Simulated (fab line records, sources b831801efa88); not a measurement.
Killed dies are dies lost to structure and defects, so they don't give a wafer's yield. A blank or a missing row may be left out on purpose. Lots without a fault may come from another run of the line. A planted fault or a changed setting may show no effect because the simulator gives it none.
One fault seen from 2 desks | flow sky130 | each desk has only its own numbers; what lay behind them comes last

THE TOOL OWNER'S DESK: rie_diel-04
The tool's own readings at SKY_PAD_OPEN_ETCH_07 (etches the open film in CF4/O2, stops on AlCu, target depth 725 nm, time 169 s): means of the sampled wafers that have a number, for each lot that ran on this tool. A lot is out of limits, marked OUT, if its mean lies more than 4 standard deviations from the usual mean; the brackets give that distance.
Columns: A = O2_flow_sccm at SKY_PAD_OPEN_ETCH_07, usual 10.003 sccm; B = drypump_motor_current_A at SKY_PAD_OPEN_ETCH_07, usual 5.7 A; C = oes_product_au at SKY_PAD_OPEN_ETCH_07, usual 0.974 a.u.; D = throttle_valve_pct at SKY_PAD_OPEN_ETCH_07, usual 5.964 %
lot  | first seen here | A      | B   | C     | D
L839 | day 46 18:38    | 9.988  | 6.2 | 0.976 | 5.958
L843 | day 47 17:06    | 9.965  | 6.1 | 0.977 | 5.957
L845 | day 48 05:59    | 9.979  | 5.9 | 0.970 | 5.963
L848 | day 49 01:14    | 9.999  | 5.9 | 0.983 | 5.976
L852 | day 49 20:21    | 10.043 | 6.3 | 0.982 | 5.971
This desk's finding: nothing out of limits on any of the 5 lots.

THE METROLOGY DESK
What the gauges read, lot by lot, whatever tool the lot ran on: means of the sampled wafers that have a number. A lot is out of limits, marked OUT, if its mean lies more than 4 standard deviations from the usual mean; the brackets give that distance.
Columns: A = VIA4_W_THK at SKY_VIA4_THK_MEAS_20, usual 498 nm; B = METAL5_ALCU_THK at SKY_METAL5_THK_MEAS_06, usual 1171 nm
lot  | first seen here | A   | B
L837 | day 43 07:35    | 506 | 1155
L839 | day 44 01:07    | 495 | 1160
L841 | day 44 21:29    | 501 | 1182
L843 | day 45 00:16    | 501 | 1184
L845 | day 45 15:41    | 504 | 1159
L847 | day 46 08:34    | 494 | 1172
L848 | day 46 12:34    | 501 | 1156
L850 | day 46 21:04    | 505 | 1188
L852 | day 47 12:25    | 486 | 1172
L857 | day 48 05:50    | 499 | 1180
L859 | day 49 00:30    | 489 | 1167
L860 | day 49 00:50    | 506 | 1169
This desk's finding: nothing out of limits on any of the 12 lots.

PUT TOGETHER
The tool owner's desk saw nothing out of limits.
The metrology desk saw nothing out of limits.

WHAT THE SIMULATOR HAD PUT IN
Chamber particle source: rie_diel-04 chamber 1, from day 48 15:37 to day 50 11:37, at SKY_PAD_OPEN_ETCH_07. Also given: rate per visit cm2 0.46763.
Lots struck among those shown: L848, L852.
